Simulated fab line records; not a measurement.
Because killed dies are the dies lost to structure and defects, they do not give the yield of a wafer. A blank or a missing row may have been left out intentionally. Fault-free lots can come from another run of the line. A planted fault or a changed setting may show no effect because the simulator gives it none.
fab line records :: flow gf180mcu :: part 2 of 2: steps 28 to 40 of 40
record:
  lots: 5
  wafers: 15
  lastDay: 34
route steps=602 shown VT_IMPLANT@105 MVSD@136 NWELL@137 LVPWELL@138 MVPSD@139 DUAL_GATE@141
lots that met no fault: taken from a fault-free run of the same line
startH: the number of hours between the record's first day and the start of the first shown wafer of the lot :: waitH: hours since the lot's step before :: " repeats the value in the row above :: L1.1+2: a single row standing in for several wafers :: - no value present, or no start provided :: * or withheld: withheld :: < > ~ a bound
route shown NAME@n: NAME is a module with steps in the file, n the number in the route of the first one :: usual: mean/standard deviation of fault-free wafers :: same: alike in all rows :: chamber/n: place in a boat :: sites: each site's reading :: _std_site: how widely they spread, as a standard deviation :: _edge_site: outer sites' mean less inner sites' :: radiusMm: how far each site lies from the wafer's centre :: mask NAME#n: copy n :: behind: the tool/chamber that last shaped the wafer :: hold: why the lot was held/for how many hours/how that ended :: device: the transistor (n, p or np) that didn't switch :: end of line: the same wafers' tests at the end of the route :: step lacking rows: just its recipe :: killed: count of dies lost to structure and defects at first sort (not the wafer's yield) :: map: per-die view of a wafer (x killed, . not killed, _ where there is no die)
set.NAME: the setting the step ran with; set.NAME@STEP: the setting that earlier step ran with :: model.NAME: the simulator's own value behind a step, which no gauge read
a table for each step, a row for each wafer; lots at some steps of the route
services: from which hour (startH, from the record's first day; less than 0 if before it) a tool's chamber was out of use, for how many hours, and why
== steps ==
step: GF_VT_IMPLANT_STRIP_42
recipe:
  chemistry: O2/N2
  powerW: 1400
  pressureMtorr: 1500
  platenTempC: 250
  o2FlowSccm: 3000
  n2FlowSccm: 300
  overashFraction: 0.5
usual:
  drypumpMotorCurrentA: 5.76/0.21
  heaterPowerW: 335/42
  o2FlowSccm: 2998/10
  oesProductAu: 0.716/0.0046
  stripTimeToEndpointS: 12.61/0.032
lot.wafer: L084.1
tool: plasmaAsher-04
chamber: 1
startH: 226.24
waitH: 0.1
drypumpMotorCurrentA: 6.02
heaterPowerW: 346
o2FlowSccm: 3002
oesProductAu: 0.710
rfHoursCounterH: 59
stripTimeToEndpointS: 12.66

lot.wafer: L084.5
tool: plasmaAsher-04
chamber: 0
startH: 226.24
waitH: 0.1
drypumpMotorCurrentA: 6.11
heaterPowerW: 326
o2FlowSccm: 2996
oesProductAu: 0.708
rfHoursCounterH: -
stripTimeToEndpointS: 12.66

lot.wafer: L084.6
tool: plasmaAsher-04
chamber: 1
startH: 226.24
waitH: 0.1
drypumpMotorCurrentA: 6.05
heaterPowerW: 347
o2FlowSccm: 2983
oesProductAu: 0.714
rfHoursCounterH: -
stripTimeToEndpointS: 12.63

lot.wafer: L085.2
tool: plasmaAsher-01
chamber: 1
startH: 228.56
waitH: 0.1
drypumpMotorCurrentA: 5.57
heaterPowerW: 391
o2FlowSccm: 2993
oesProductAu: 0.713
rfHoursCounterH: 12
stripTimeToEndpointS: 12.62

lot.wafer: L085.4
tool: plasmaAsher-01
chamber: 1
startH: 228.56
waitH: 0.1
drypumpMotorCurrentA: 5.58
heaterPowerW: 398
o2FlowSccm: 2999
oesProductAu: 0.706
rfHoursCounterH: -
stripTimeToEndpointS: 12.61

lot.wafer: L085.5
tool: plasmaAsher-01
chamber: 0
startH: 228.56
waitH: 0.1
drypumpMotorCurrentA: 5.73
heaterPowerW: 292
o2FlowSccm: 3006
oesProductAu: 0.717
rfHoursCounterH: -
stripTimeToEndpointS: 12.62

lot.wafer: L086.1
tool: plasmaAsher-03
chamber: 0
startH: 238.53
waitH: 0.1
drypumpMotorCurrentA: 5.75
heaterPowerW: 291
o2FlowSccm: 3002
oesProductAu: 0.712
rfHoursCounterH: 58
stripTimeToEndpointS: 12.62

lot.wafer: L086.4
tool: plasmaAsher-03
chamber: 0
startH: 238.53
waitH: 0.1
drypumpMotorCurrentA: 5.75
heaterPowerW: 286
o2FlowSccm: 2991
oesProductAu: 0.714
rfHoursCounterH: -
stripTimeToEndpointS: 12.62

lot.wafer: L086.5
tool: plasmaAsher-03
chamber: 0
startH: 238.53
waitH: 0.1
drypumpMotorCurrentA: 5.76
heaterPowerW: 290
o2FlowSccm: 3009
oesProductAu: 0.718
rfHoursCounterH: -
stripTimeToEndpointS: 12.59

lot.wafer: L091.2
tool: plasmaAsher-04
chamber: 1
startH: 271.91
waitH: 0.1
drypumpMotorCurrentA: 6.00
heaterPowerW: 334
o2FlowSccm: 2994
oesProductAu: 0.713
rfHoursCounterH: 63
stripTimeToEndpointS: 12.59

lot.wafer: L091.4
tool: plasmaAsher-04
chamber: 1
startH: 271.91
waitH: 0.1
drypumpMotorCurrentA: 5.99
heaterPowerW: 337
o2FlowSccm: 3019
oesProductAu: 0.722
rfHoursCounterH: -
stripTimeToEndpointS: 12.61

lot.wafer: L091.5
tool: plasmaAsher-04
chamber: 0
startH: 271.91
waitH: 0.1
drypumpMotorCurrentA: 6.10
heaterPowerW: 317
o2FlowSccm: 2998
oesProductAu: 0.712
rfHoursCounterH: -
stripTimeToEndpointS: 12.58

lot.wafer: L096.2
tool: plasmaAsher-01
chamber: 0
startH: 306.94
waitH: 0.1
drypumpMotorCurrentA: 5.76
heaterPowerW: 290
o2FlowSccm: 3022
oesProductAu: 0.722
rfHoursCounterH: 20
stripTimeToEndpointS: 12.61

lot.wafer: L096.3
tool: plasmaAsher-01
chamber: 0
startH: 306.94
waitH: 0.1
drypumpMotorCurrentA: 5.77
heaterPowerW: 299
o2FlowSccm: 3003
oesProductAu: 0.714
rfHoursCounterH: -
stripTimeToEndpointS: 12.63

lot.wafer: L096.4
tool: plasmaAsher-01
chamber: 1
startH: 306.94
waitH: 0.1
drypumpMotorCurrentA: 5.59
heaterPowerW: 391
o2FlowSccm: 2991
oesProductAu: 0.716
rfHoursCounterH: -
stripTimeToEndpointS: 12.61
step: GF_VT_IMPLANT_TW_MEAS_43
usual:
  VT_IMPLANT_4_TW: 688/6.2
lot.wafer: L084.1
tool: filmMetro-03
chamber: -
startH: 226.34
waitH: 0.1
VT_IMPLANT_4_TW: 689

lot.wafer: L084.5
tool: filmMetro-03
chamber: -
startH: 226.34
waitH: 0.1
VT_IMPLANT_4_TW: 684

lot.wafer: L084.6
tool: filmMetro-03
chamber: -
startH: 226.34
waitH: 0.1
VT_IMPLANT_4_TW: 689

lot.wafer: L085.2
tool: filmMetro-01
chamber: -
startH: 228.67
waitH: 0.1
VT_IMPLANT_4_TW: 698

lot.wafer: L085.4
tool: filmMetro-01
chamber: -
startH: 228.67
waitH: 0.1
VT_IMPLANT_4_TW: 696

lot.wafer: L085.5
tool: filmMetro-01
chamber: -
startH: 228.67
waitH: 0.1
VT_IMPLANT_4_TW: 696

lot.wafer: L086.1
tool: filmMetro-01
chamber: -
startH: 238.63
waitH: 0.1
VT_IMPLANT_4_TW: 694

lot.wafer: L086.4
tool: filmMetro-01
chamber: -
startH: 238.63
waitH: 0.1
VT_IMPLANT_4_TW: 695

lot.wafer: L086.5
tool: filmMetro-01
chamber: -
startH: 238.63
waitH: 0.1
VT_IMPLANT_4_TW: 699

lot.wafer: L091.2
tool: filmMetro-03
chamber: -
startH: 272.02
waitH: 0.1
VT_IMPLANT_4_TW: 680

lot.wafer: L091.4
tool: filmMetro-03
chamber: -
startH: 272.02
waitH: 0.1
VT_IMPLANT_4_TW: 683

lot.wafer: L091.5
tool: filmMetro-03
chamber: -
startH: 272.02
waitH: 0.1
VT_IMPLANT_4_TW: 684

lot.wafer: L096.2
tool: filmMetro-01
chamber: -
startH: 307.05
waitH: 0.1
VT_IMPLANT_4_TW: 704

lot.wafer: L096.3
tool: filmMetro-01
chamber: -
startH: 307.05
waitH: 0.1
VT_IMPLANT_4_TW: 698

lot.wafer: L096.4
tool: filmMetro-01
chamber: -
startH: 307.05
waitH: 0.1
VT_IMPLANT_4_TW: 701
step: GF_VT_IMPLANT_CLEAN_44
recipe:
  chemistry: SC1/SC2
  mix: 1:4:20
  tempC: 70
  timeS: 150
  dry: n2Spin
lot.wafer: L084.1+5+6
tool: wetBench-04
chamber: 2
startH: 226.40
waitH: 0.1

lot.wafer: L085.2+4+5
tool: wetBench-02
chamber: 1
startH: 228.72
waitH: 0.0

lot.wafer: L086.1+4+5
tool: wetBench-02
chamber: 2
startH: 238.69
waitH: 0.1

lot.wafer: L091.2+4+5
tool: wetBench-03
chamber: 2
startH: 272.07
waitH: 0.0

lot.wafer: L096.2+3+4
tool: wetBench-04
chamber: 1
startH: 307.10
waitH: 0.0
step: GF_VT_IMPLANT_RTA_45
recipe:
  tempC: 1050
  timeS: 30
  ambient: N2
usual:
  lampPowerPct: 37/3.4
  wafer_temp_C_max: 1054.6/1.5
lot.wafer: L084.1
tool: rtpAnneal-02
chamber: 0
startH: 226.45
waitH: 0.0
lampPowerPct: 34
wafer_temp_C_max: 1053.0

lot.wafer: L084.5
tool: rtpAnneal-02
chamber: 0
startH: 226.45
waitH: 0.0
lampPowerPct: 34
wafer_temp_C_max: 1053.2

lot.wafer: L084.6
tool: rtpAnneal-02
chamber: 0
startH: 226.45
waitH: 0.0
lampPowerPct: 34
wafer_temp_C_max: 1052.3

lot.wafer: L085.2
tool: rtpAnneal-02
chamber: 0
startH: 228.79
waitH: 0.0
lampPowerPct: 34
wafer_temp_C_max: 1053.0

lot.wafer: L085.4
tool: rtpAnneal-02
chamber: 0
startH: 228.79
waitH: 0.0
lampPowerPct: 34
wafer_temp_C_max: 1053.3

lot.wafer: L085.5
tool: rtpAnneal-02
chamber: 0
startH: 228.79
waitH: 0.0
lampPowerPct: 34
wafer_temp_C_max: 1052.7

lot.wafer: L086.1
tool: rtpAnneal-02
chamber: 0
startH: 238.74
waitH: 0.0
lampPowerPct: 34
wafer_temp_C_max: 1053.5

lot.wafer: L086.4
tool: rtpAnneal-02
chamber: 0
startH: 238.74
waitH: 0.0
lampPowerPct: 34
wafer_temp_C_max: 1053.0

lot.wafer: L086.5
tool: rtpAnneal-02
chamber: 0
startH: 238.74
waitH: 0.0
lampPowerPct: 34
wafer_temp_C_max: 1053.2

lot.wafer: L091.2
tool: rtpAnneal-02
chamber: 0
startH: 272.14
waitH: 0.0
lampPowerPct: 34
wafer_temp_C_max: 1053.4

lot.wafer: L091.4
tool: rtpAnneal-02
chamber: 0
startH: 272.14
waitH: 0.0
lampPowerPct: 34
wafer_temp_C_max: 1054.2

lot.wafer: L091.5
tool: rtpAnneal-02
chamber: 0
startH: 272.14
waitH: 0.0
lampPowerPct: 34
wafer_temp_C_max: 1053.4

lot.wafer: L096.2
tool: rtpAnneal-01
chamber: 0
startH: 307.22
waitH: 0.0
lampPowerPct: 41
wafer_temp_C_max: 1054.4

lot.wafer: L096.3
tool: rtpAnneal-01
chamber: 0
startH: 307.22
waitH: 0.0
lampPowerPct: 41
wafer_temp_C_max: 1056.0

lot.wafer: L096.4
tool: rtpAnneal-01
chamber: 0
startH: 307.22
waitH: 0.0
lampPowerPct: 41
wafer_temp_C_max: 1055.1
step: GF_VT_IMPLANT_RS_MEAS_46
recipe:
  thkMeasGauge: four-point-probe
usual:
  MVSD_RS: 456.8/1.1
lot.wafer: L084.1
tool: filmMetro-02
chamber: -
startH: 226.55
waitH: 0.1
MVSD_RS[ohm/sq]: 455.5

lot.wafer: L084.5
tool: filmMetro-02
chamber: -
startH: 226.55
waitH: 0.1
MVSD_RS[ohm/sq]: 455.8

lot.wafer: L084.6
tool: filmMetro-02
chamber: -
startH: 226.55
waitH: 0.1
MVSD_RS[ohm/sq]: 457.0

lot.wafer: L085.2
tool: filmMetro-03
chamber: -
startH: 228.89
waitH: 0.1
MVSD_RS[ohm/sq]: 454.6

lot.wafer: L085.4
tool: filmMetro-03
chamber: -
startH: 228.89
waitH: 0.1
MVSD_RS[ohm/sq]: 454.9

lot.wafer: L085.5
tool: filmMetro-03
chamber: -
startH: 228.89
waitH: 0.1
MVSD_RS[ohm/sq]: 455.2

lot.wafer: L086.1
tool: filmMetro-03
chamber: -
startH: 238.84
waitH: 0.1
MVSD_RS[ohm/sq]: 455.4

lot.wafer: L086.4
tool: filmMetro-03
chamber: -
startH: 238.84
waitH: 0.1
MVSD_RS[ohm/sq]: 457.1

lot.wafer: L086.5
tool: filmMetro-03
chamber: -
startH: 238.84
waitH: 0.1
MVSD_RS[ohm/sq]: 457.1

lot.wafer: L091.2
tool: filmMetro-01
chamber: -
startH: 272.24
waitH: 0.1
MVSD_RS[ohm/sq]: 455.3

lot.wafer: L091.4
tool: filmMetro-01
chamber: -
startH: 272.24
waitH: 0.1
MVSD_RS[ohm/sq]: 455.8

lot.wafer: L091.5
tool: filmMetro-01
chamber: -
startH: 272.24
waitH: 0.1
MVSD_RS[ohm/sq]: 454.9

lot.wafer: L096.2
tool: filmMetro-01
chamber: -
startH: 307.33
waitH: 0.1
MVSD_RS[ohm/sq]: 456.6

lot.wafer: L096.3
tool: filmMetro-01
chamber: -
startH: 307.33
waitH: 0.1
MVSD_RS[ohm/sq]: 456.0

lot.wafer: L096.4
tool: filmMetro-01
chamber: -
startH: 307.33
waitH: 0.1
MVSD_RS[ohm/sq]: 455.5
step: GF_VT_IMPLANT_RS_MEAS_47
recipe:
  thkMeasGauge: four-point-probe
usual:
  NWELL_RS: 488.0/1.1
lot.wafer: L084.1
tool: filmMetro-02
chamber: -
startH: 226.67
waitH: 0.1
NWELL_RS[ohm/sq]: 488.4

lot.wafer: L084.5
tool: filmMetro-02
chamber: -
startH: 226.67
waitH: 0.1
NWELL_RS[ohm/sq]: 488.6

lot.wafer: L084.6
tool: filmMetro-02
chamber: -
startH: 226.67
waitH: 0.1
NWELL_RS[ohm/sq]: 489.0

lot.wafer: L085.2
tool: filmMetro-03
chamber: -
startH: 229.01
waitH: 0.1
NWELL_RS[ohm/sq]: 491.0

lot.wafer: L085.4
tool: filmMetro-03
chamber: -
startH: 229.01
waitH: 0.1
NWELL_RS[ohm/sq]: 489.6

lot.wafer: L085.5
tool: filmMetro-03
chamber: -
startH: 229.01
waitH: 0.1
NWELL_RS[ohm/sq]: 490.3

lot.wafer: L086.1
tool: filmMetro-03
chamber: -
startH: 238.96
waitH: 0.1
NWELL_RS[ohm/sq]: 487.9

lot.wafer: L086.4
tool: filmMetro-03
chamber: -
startH: 238.96
waitH: 0.1
NWELL_RS[ohm/sq]: 488.8

lot.wafer: L086.5
tool: filmMetro-03
chamber: -
startH: 238.96
waitH: 0.1
NWELL_RS[ohm/sq]: 489.2

lot.wafer: L091.2
tool: filmMetro-01
chamber: -
startH: 272.36
waitH: 0.1
NWELL_RS[ohm/sq]: 489.0

lot.wafer: L091.4
tool: filmMetro-01
chamber: -
startH: 272.36
waitH: 0.1
NWELL_RS[ohm/sq]: 489.4

lot.wafer: L091.5
tool: filmMetro-01
chamber: -
startH: 272.36
waitH: 0.1
NWELL_RS[ohm/sq]: 489.8

lot.wafer: L096.2
tool: filmMetro-01
chamber: -
startH: 307.45
waitH: 0.1
NWELL_RS[ohm/sq]: 488.3

lot.wafer: L096.3
tool: filmMetro-01
chamber: -
startH: 307.45
waitH: 0.1
NWELL_RS[ohm/sq]: 486.5

lot.wafer: L096.4
tool: filmMetro-01
chamber: -
startH: 307.45
waitH: 0.1
NWELL_RS[ohm/sq]: 487.8
step: GF_VT_IMPLANT_RS_MEAS_48
recipe:
  thkMeasGauge: four-point-probe
usual:
  LVPWELL_RS: 1198/3.6
lot.wafer: L084.1
tool: filmMetro-02
chamber: -
startH: 226.79
waitH: 0.1
LVPWELL_RS[ohm/sq]: 1196

lot.wafer: L084.5
tool: filmMetro-02
chamber: -
startH: 226.79
waitH: 0.1
LVPWELL_RS[ohm/sq]: 1194

lot.wafer: L084.6
tool: filmMetro-02
chamber: -
startH: 226.79
waitH: 0.1
LVPWELL_RS[ohm/sq]: 1195

lot.wafer: L085.2
tool: filmMetro-03
chamber: -
startH: 229.13
waitH: 0.1
LVPWELL_RS[ohm/sq]: 1196

lot.wafer: L085.4
tool: filmMetro-03
chamber: -
startH: 229.13
waitH: 0.1
LVPWELL_RS[ohm/sq]: 1195

lot.wafer: L085.5
tool: filmMetro-03
chamber: -
startH: 229.13
waitH: 0.1
LVPWELL_RS[ohm/sq]: 1196

lot.wafer: L086.1
tool: filmMetro-03
chamber: -
startH: 239.08
waitH: 0.1
LVPWELL_RS[ohm/sq]: 1192

lot.wafer: L086.4
tool: filmMetro-03
chamber: -
startH: 239.08
waitH: 0.1
LVPWELL_RS[ohm/sq]: 1194

lot.wafer: L086.5
tool: filmMetro-03
chamber: -
startH: 239.08
waitH: 0.1
LVPWELL_RS[ohm/sq]: 1191

lot.wafer: L091.2
tool: filmMetro-01
chamber: -
startH: 272.48
waitH: 0.1
LVPWELL_RS[ohm/sq]: 1204

lot.wafer: L091.4
tool: filmMetro-01
chamber: -
startH: 272.48
waitH: 0.1
LVPWELL_RS[ohm/sq]: 1205

lot.wafer: L091.5
tool: filmMetro-01
chamber: -
startH: 272.48
waitH: 0.1
LVPWELL_RS[ohm/sq]: 1203

lot.wafer: L096.2
tool: filmMetro-01
chamber: -
startH: 307.57
waitH: 0.1
LVPWELL_RS[ohm/sq]: 1202

lot.wafer: L096.3
tool: filmMetro-01
chamber: -
startH: 307.57
waitH: 0.1
LVPWELL_RS[ohm/sq]: 1200

lot.wafer: L096.4
tool: filmMetro-01
chamber: -
startH: 307.57
waitH: 0.1
LVPWELL_RS[ohm/sq]: 1199
step: GF_VT_IMPLANT_RS_MEAS_49
recipe:
  thkMeasGauge: four-point-probe
usual:
  MVPSD_RS: 1168.6/3
lot.wafer: L084.1
tool: filmMetro-02
chamber: -
startH: 226.91
waitH: 0.1
MVPSD_RS[ohm/sq]: 1169.9

lot.wafer: L084.5
tool: filmMetro-02
chamber: -
startH: 226.91
waitH: 0.1
MVPSD_RS[ohm/sq]: 1168.1

lot.wafer: L084.6
tool: filmMetro-02
chamber: -
startH: 226.91
waitH: 0.1
MVPSD_RS[ohm/sq]: 1166.5

lot.wafer: L085.2
tool: filmMetro-03
chamber: -
startH: 229.25
waitH: 0.1
MVPSD_RS[ohm/sq]: 1169.4

lot.wafer: L085.4
tool: filmMetro-03
chamber: -
startH: 229.25
waitH: 0.1
MVPSD_RS[ohm/sq]: 1169.9

lot.wafer: L085.5
tool: filmMetro-03
chamber: -
startH: 229.25
waitH: 0.1
MVPSD_RS[ohm/sq]: 1166.4

lot.wafer: L086.1
tool: filmMetro-03
chamber: -
startH: 239.20
waitH: 0.1
MVPSD_RS[ohm/sq]: 1169.7

lot.wafer: L086.4
tool: filmMetro-03
chamber: -
startH: 239.20
waitH: 0.1
MVPSD_RS[ohm/sq]: 1172.4

lot.wafer: L086.5
tool: filmMetro-03
chamber: -
startH: 239.20
waitH: 0.1
MVPSD_RS[ohm/sq]: 1170.4

lot.wafer: L091.2
tool: filmMetro-01
chamber: -
startH: 272.60
waitH: 0.1
MVPSD_RS[ohm/sq]: 1165.6

lot.wafer: L091.4
tool: filmMetro-01
chamber: -
startH: 272.60
waitH: 0.1
MVPSD_RS[ohm/sq]: 1164.2

lot.wafer: L091.5
tool: filmMetro-01
chamber: -
startH: 272.60
waitH: 0.1
MVPSD_RS[ohm/sq]: 1164.0

lot.wafer: L096.2
tool: filmMetro-01
chamber: -
startH: 307.69
waitH: 0.1
MVPSD_RS[ohm/sq]: 1168.7

lot.wafer: L096.3
tool: filmMetro-01
chamber: -
startH: 307.69
waitH: 0.1
MVPSD_RS[ohm/sq]: 1164.5

lot.wafer: L096.4
tool: filmMetro-01
chamber: -
startH: 307.69
waitH: 0.1
MVPSD_RS[ohm/sq]: 1168.8
step: GF_VT_IMPLANT_WET_ETCH_50
recipe:
  chemistry: dHF
  targetDepthNm: 20
  target: SiO2
  tempC: 25
  dilution: 100:1
  timeS: 400
lot.wafer: L084.1+5+6
tool: wetBench-02
chamber: 2
startH: 227.03
waitH: 0.1

lot.wafer: L085.2+4+5
tool: wetBench-03
chamber: 0
startH: 229.35
waitH: 0.1

lot.wafer: L086.1+4+5
tool: wetBench-03
chamber: 2
startH: 239.32
waitH: 0.1

lot.wafer: L091.2+4+5
tool: wetBench-02
chamber: 0
startH: 272.70
waitH: 0.1

lot.wafer: L096.2+3+4
tool: wetBench-02
chamber: 2
startH: 307.79
waitH: 0.1
step: GF_DUAL_GATE_CLEAN_00
recipe:
  chemistry: SC1/SC2
  mix: 1:4:20
  tempC: 70
  timeS: 150
lot.wafer: L084.1+5+6
tool: wetBench-04
chamber: 3
startH: 227.15
waitH: 0.0

lot.wafer: L085.2+4+5
tool: wetBench-04
chamber: 2
startH: 229.47
waitH: 0.0

lot.wafer: L086.1+4+5
tool: wetBench-03
chamber: 2
startH: 239.44
waitH: 0.0

lot.wafer: L091.2+4+5
tool: wetBench-03
chamber: 0
startH: 272.82
waitH: 0.0

lot.wafer: L096.2+3+4
tool: wetBench-04
chamber: 2
startH: 307.91
waitH: 0.0
step: GF_DUAL_GATE_CLEAN_01
recipe:
  chemistry: dHF
  timeS: 20
  dilution: 100:1
  dry: ipaMarangoni
lot.wafer: L084.1+5+6
tool: wetBench-03
chamber: 3
startH: 227.20
waitH: 0.0

lot.wafer: L085.2+4+5
tool: wetBench-02
chamber: 0
startH: 229.52
waitH: 0.0

lot.wafer: L086.1+4+5
tool: wetBench-04
chamber: 2
startH: 239.49
waitH: 0.0

lot.wafer: L091.2+4+5
tool: wetBench-02
chamber: 0
startH: 272.88
waitH: 0.0

lot.wafer: L096.2+3+4
tool: wetBench-02
chamber: 3
startH: 308.02
waitH: 0.0
step: GF_DUAL_GATE_OXIDATION_02
recipe:
  tempC: 900
  ambient: O2
  stabiliseS: 600
  purgeS: 300
  targetThkA: 108.87
  oxTimeS: 1602
lot.wafer: L084.1+5+6
tool: furnace-02
chamber: 0
startH: 227.21
waitH: 0.0

lot.wafer: L085.2+4+5
tool: furnace-02
chamber: 0
startH: 230.56
waitH: 1.0

lot.wafer: L086.1+4+5
tool: furnace-01
chamber: 0
startH: 239.50
waitH: 0.0

lot.wafer: L091.2+4+5
tool: furnace-02
chamber: 0
startH: 274.27
waitH: 1.4

lot.wafer: L096.2+3+4
tool: furnace-02
chamber: 0
startH: 308.84
waitH: 0.8
step: GF_DUAL_GATE_THK_MEAS_03
recipe:
  reads: SiO2_of_DUAL_GATE_OXIDATION_02
usual:
  DUAL_GATE_OXIDATION_00_THK: 10.94/0.17
lot.wafer: L084.1
tool: filmMetro-04
chamber: -
startH: 228.66
waitH: 0.0
DUAL_GATE_OXIDATION_00_THK[nm]: 10.97

lot.wafer: L084.5
tool: filmMetro-04
chamber: -
startH: 228.66
waitH: 0.0
DUAL_GATE_OXIDATION_00_THK[nm]: 11.08

lot.wafer: L084.6
tool: filmMetro-04
chamber: -
startH: 228.66
waitH: 0.0
DUAL_GATE_OXIDATION_00_THK[nm]: 10.98

lot.wafer: L085.2
tool: filmMetro-02
chamber: -
startH: 232.04
waitH: 0.0
DUAL_GATE_OXIDATION_00_THK[nm]: 11.19

lot.wafer: L085.4
tool: filmMetro-02
chamber: -
startH: 232.04
waitH: 0.0
DUAL_GATE_OXIDATION_00_THK[nm]: 11.33

lot.wafer: L085.5
tool: filmMetro-02
chamber: -
startH: 232.04
waitH: 0.0
DUAL_GATE_OXIDATION_00_THK[nm]: 11.23

lot.wafer: L086.1
tool: filmMetro-04
chamber: -
startH: 240.95
waitH: 0.0
DUAL_GATE_OXIDATION_00_THK[nm]: 11.00

lot.wafer: L086.4
tool: filmMetro-04
chamber: -
startH: 240.95
waitH: 0.0
DUAL_GATE_OXIDATION_00_THK[nm]: 10.97

lot.wafer: L086.5
tool: filmMetro-04
chamber: -
startH: 240.95
waitH: 0.0
DUAL_GATE_OXIDATION_00_THK[nm]: 10.79

lot.wafer: L091.2
tool: filmMetro-03
chamber: -
startH: 275.73
waitH: 0.0
DUAL_GATE_OXIDATION_00_THK[nm]: 10.84

lot.wafer: L091.4
tool: filmMetro-03
chamber: -
startH: 275.73
waitH: 0.0
DUAL_GATE_OXIDATION_00_THK[nm]: 10.59

lot.wafer: L091.5
tool: filmMetro-03
chamber: -
startH: 275.73
waitH: 0.0
DUAL_GATE_OXIDATION_00_THK[nm]: 10.71

lot.wafer: L096.2
tool: filmMetro-04
chamber: -
startH: 310.30
waitH: 0.0
DUAL_GATE_OXIDATION_00_THK[nm]: 10.56

lot.wafer: L096.3
tool: filmMetro-04
chamber: -
startH: 310.30
waitH: 0.0
DUAL_GATE_OXIDATION_00_THK[nm]: 10.56

lot.wafer: L096.4
tool: filmMetro-04
chamber: -
startH: 310.30
waitH: 0.0
DUAL_GATE_OXIDATION_00_THK[nm]: 10.60
== services ==
tool: ilineStepper-02
chamber: -
startH: 164.59
hours: 1.5
kind: repair

tool: implanter-04
chamber: -
startH: 165.30
hours: 5.5
kind: pm

tool: implanter-04
chamber: -
startH: 171.21
hours: 5.6
kind: repair

tool: furnace-01
chamber: -
startH: 174.23
hours: 2.7
kind: pm

tool: wetBench-04
chamber: -
startH: 176.84
hours: 1.2
kind: repair

tool: implanter-04
chamber: -
startH: 189.08
hours: 9.9
kind: repair

tool: wetBench-03
chamber: -
startH: 193.52
hours: 3.8
kind: repair

tool: furnace-02
chamber: -
startH: 195.65
hours: 3.0
kind: pm

tool: ilineStepper-01
chamber: -
startH: 234.89
hours: 1.7
kind: pm

tool: implanter-02
chamber: -
startH: 236.89
hours: 3.7
kind: repair

tool: plasmaAsher-04
chamber: -
startH: 247.79
hours: 3.6
kind: repair

tool: implanter-02
chamber: -
startH: 249.49
hours: 3.5
kind: repair

tool: ilineStepper-02
chamber: -
startH: 251.12
hours: 1.7
kind: pm

tool: implanter-03
chamber: -
startH: 260.38
hours: 1.7
kind: repair

tool: plasmaAsher-04
chamber: -
startH: 262.30
hours: 4.2
kind: repair

tool: furnace-02
chamber: -
startH: 268.46
hours: 3.4
kind: pm

tool: ilineStepper-02
chamber: -
startH: 275.44
hours: 8.2
kind: repair

tool: furnace-01
chamber: -
startH: 289.92
hours: 7.8
kind: repair
